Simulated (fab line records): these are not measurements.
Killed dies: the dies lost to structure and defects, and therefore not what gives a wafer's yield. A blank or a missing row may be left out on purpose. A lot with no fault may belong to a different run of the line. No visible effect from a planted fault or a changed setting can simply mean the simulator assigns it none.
The tool behind it: which one? + flow sky130 + 12 lots, 36 wafers sampled, at 5 steps of a route of 708

== WHAT THE GAUGES SHOWED, per wafer ==
SKY_SD_P_TW_MEAS_11.
| lot  | measured     | on           | SD_P_TW        |
|------|--------------|--------------|----------------|
| L517 | day 25 13:54 | filmMetro-03 | 2822 2831 2831 |
| L518 | day 25 22:47 | filmMetro-01 | 2845 2828 2834 |
| L520 | day 26 21:15 | filmMetro-02 | 2793 2788 2800 |
| L521 | day 26 23:27 | filmMetro-03 | 2813 2804 2814 |
| L522 | day 27 11:38 | filmMetro-02 | 2800 2799 2791 |
| L526 | day 28 20:14 | filmMetro-02 | 2786 2798 2797 |
| L528 | day 29 12:36 | filmMetro-03 | 2830 2831 2834 |
| L530 | day 30 07:07 | filmMetro-03 | 2839 2830 2826 |
| L535 | day 31 16:34 | filmMetro-01 | 2813 2813 2812 |
| L537 | day 32 09:47 | filmMetro-01 | 2829 2824 2828 |
| L539 | day 33 12:17 | filmMetro-02 | 2796 2778 2780 |
| L540 | day 33 20:19 | filmMetro-02 | 2788 2778 2785 |

SKY_SD_N_CD_MEAS_07: the cd target is 380 nm.
| lot  | measured     | on       | cdNm (nm)         |
|------|--------------|----------|-------------------|
| L517 | day 27 23:35 | cdSem-02 | 379.7 378.5 377.8 |
| L518 | day 28 08:47 | cdSem-01 | 382.2 379.1 381.4 |
| L520 | day 29 05:55 | cdSem-01 | 385.0 385.9 382.9 |
| L521 | day 29 08:23 | cdSem-02 | 378.9 378.5 378.5 |
| L522 | day 29 20:09 | cdSem-01 | 377.6 380.3 377.3 |
| L526 | day 31 03:55 | cdSem-01 | 380.4 381.3 380.8 |
| L528 | day 31 19:18 | cdSem-01 | 378.6 380.4 379.4 |
| L530 | day 32 15:08 | cdSem-02 | 383.4 381.1 384.2 |
| L535 | day 33 21:14 | cdSem-02 | 381.6 381.8 383.7 |
| L537 | day 34 14:47 | cdSem-02 | 378.8 379.7 379.7 |
| L539 | day 35 16:21 | cdSem-01 | 378.1 376.5 378.9 |
| L540 | day 36 00:17 | cdSem-02 | 381.9 383.1 379.6 |

SKY_SD_N_RS_MEAS_16: measures by four-point-probe.
| lot  | measured     | on           | SD_N_RS (ohm/sq)  |
|------|--------------|--------------|-------------------|
| L517 | day 28 00:26 | filmMetro-02 | 68.46 68.59 68.52 |
| L518 | day 28 09:38 | filmMetro-01 | 68.24 68.34 68.35 |
| L520 | day 29 06:45 | filmMetro-02 | 68.50 68.53 68.40 |
| L521 | day 29 09:13 | filmMetro-02 | 68.49 68.28 68.56 |
| L522 | day 29 21:00 | filmMetro-01 | 68.40 68.60 68.43 |
| L526 | day 31 04:45 | filmMetro-01 | 68.47 68.50 68.49 |
| L528 | day 31 20:08 | filmMetro-02 | 71.12 71.14 71.22 |
| L530 | day 32 15:59 | filmMetro-01 | 71.12 71.05 71.36 |
| L535 | day 33 22:04 | filmMetro-02 | 68.36 68.40 68.34 |
| L537 | day 34 15:40 | filmMetro-03 | 68.43 68.41 68.36 |
| L539 | day 35 17:12 | filmMetro-02 | 68.39 68.43 68.53 |
| L540 | day 36 01:08 | filmMetro-01 | 68.44 68.54 68.60 |

SKY_SD_N_RS_MEAS_17: measures by four-point-probe.
| lot  | measured     | on           | SD_P_RS (ohm/sq)  |
|------|--------------|--------------|-------------------|
| L517 | day 28 00:33 | filmMetro-02 | 146.7 146.7 146.7 |
| L518 | day 28 09:45 | filmMetro-01 | 146.9 147.0 146.8 |
| L520 | day 29 06:52 | filmMetro-02 | 147.2 146.9 146.8 |
| L521 | day 29 09:20 | filmMetro-02 | 147.0 147.1 147.0 |
| L522 | day 29 21:07 | filmMetro-01 | 146.9 147.1 146.4 |
| L526 | day 31 04:52 | filmMetro-01 | 146.7 146.6 146.2 |
| L528 | day 31 20:16 | filmMetro-02 | 162.1 162.0 161.9 |
| L530 | day 32 16:06 | filmMetro-01 | 161.9 161.3 162.0 |
| L535 | day 33 22:11 | filmMetro-02 | 146.6 146.4 147.1 |
| L537 | day 34 15:47 | filmMetro-03 | 147.0 146.6 146.9 |
| L539 | day 35 17:19 | filmMetro-02 | 146.9 146.6 146.4 |
| L540 | day 36 01:16 | filmMetro-01 | 146.6 146.6 147.0 |

== WHICH TOOL RAN EACH LOT (tool, then ch and the chambers of the sampled wafers, then the start) ==
| lot  | SKY_SD_N_RTA_14                 |
|------|---------------------------------|
| L517 | rtpAnneal-01 ch 0, day 28 00:16 |
| L518 | rtpAnneal-02 ch 0, day 28 09:28 |
| L520 | rtpAnneal-02 ch 0, day 29 06:34 |
| L521 | rtpAnneal-01 ch 0, day 29 09:02 |
| L522 | rtpAnneal-02 ch 0, day 29 20:50 |
| L526 | rtpAnneal-02 ch 0, day 31 04:34 |
| L528 | rtpAnneal-02 ch 0, day 31 19:58 |
| L530 | rtpAnneal-02 ch 0, day 32 15:46 |
| L535 | rtpAnneal-01 ch 0, day 33 21:53 |
| L537 | rtpAnneal-01 ch 0, day 34 15:30 |
| L539 | rtpAnneal-01 ch 0, day 35 17:01 |
| L540 | rtpAnneal-02 ch 0, day 36 00:56 |
- SKY_SD_N_RTA_14: time 2 s.

== AS READ BY THE TOOLS THEMSELVES (means over the sampled wafers that have a number; for cases with no such wafer, the mark the record gives instead) ==
SKY_SD_N_RTA_14.
| lot  | tool         | lampPowerPct (%) | rampUpCPerS | wafer_temp_C_max |
|------|--------------|------------------|-------------|------------------|
| L517 | rtpAnneal-01 | 15.78            | 149.99      | 1078.8           |
| L518 | rtpAnneal-02 | 15.83            | 150.00      | 1077.6           |
| L520 | rtpAnneal-02 | 15.71            | 149.98      | 1077.8           |
| L521 | rtpAnneal-01 | 15.71            | 149.99      | 1077.8           |
| L522 | rtpAnneal-02 | 15.74            | 150.01      | 1078.2           |
| L526 | rtpAnneal-02 | 15.74            | 150.01      | 1077.0           |
| L528 | rtpAnneal-02 | 15.73            | 150.00      | 1078.5           |
| L530 | rtpAnneal-02 | 15.73            | 150.01      | 1076.7           |
| L535 | rtpAnneal-01 | 15.73            | 150.00      | 1077.2           |
| L537 | rtpAnneal-01 | 15.75            | 149.96      | 1079.4           |
| L539 | rtpAnneal-01 | 15.70            | 149.99      | 1078.0           |
| L540 | rtpAnneal-02 | 15.77            | 149.99      | 1077.5           |

== THE ANSWER, worked out from the rows above alone ==
Rule: what is usual is taken from the lots themselves. Put in order of their means at a reading, lots are off if they are a third of the lots or fewer, leave a main group of 4 or more, and stand apart from it by a gap of 3 or more times the standard deviation of the main group's means; of several such gaps the widest counts. Not used: any main group whose means are identical at the precision the tables above print for the reading. A lot without any number at a reading at which 4 lots or more have one is off too. Any other lot the step has rows for is counted as sound. The gauges are gone through in route order, then the tools' own readings, and for those a lot's mean is taken as printed above. At the first step where some lot is off, the reading lying furthest off is the one used; lots without a number count as furthest.
Off: L528, L530, at SKY_SD_N_RS_MEAS_16 (SD_N_RS). Main group: mean 68.45 ohm/sq, sd 0.066.
If a tool, at a process step before that reading, ran all the lots that are off and no sound lot after the first of them, it fits. Gauges at SKY_SD_N_RS_MEAS_16: tried the same way as those tools. Of those tried, none fits.

== WHAT THE SIMULATOR HAD INSERTED ==
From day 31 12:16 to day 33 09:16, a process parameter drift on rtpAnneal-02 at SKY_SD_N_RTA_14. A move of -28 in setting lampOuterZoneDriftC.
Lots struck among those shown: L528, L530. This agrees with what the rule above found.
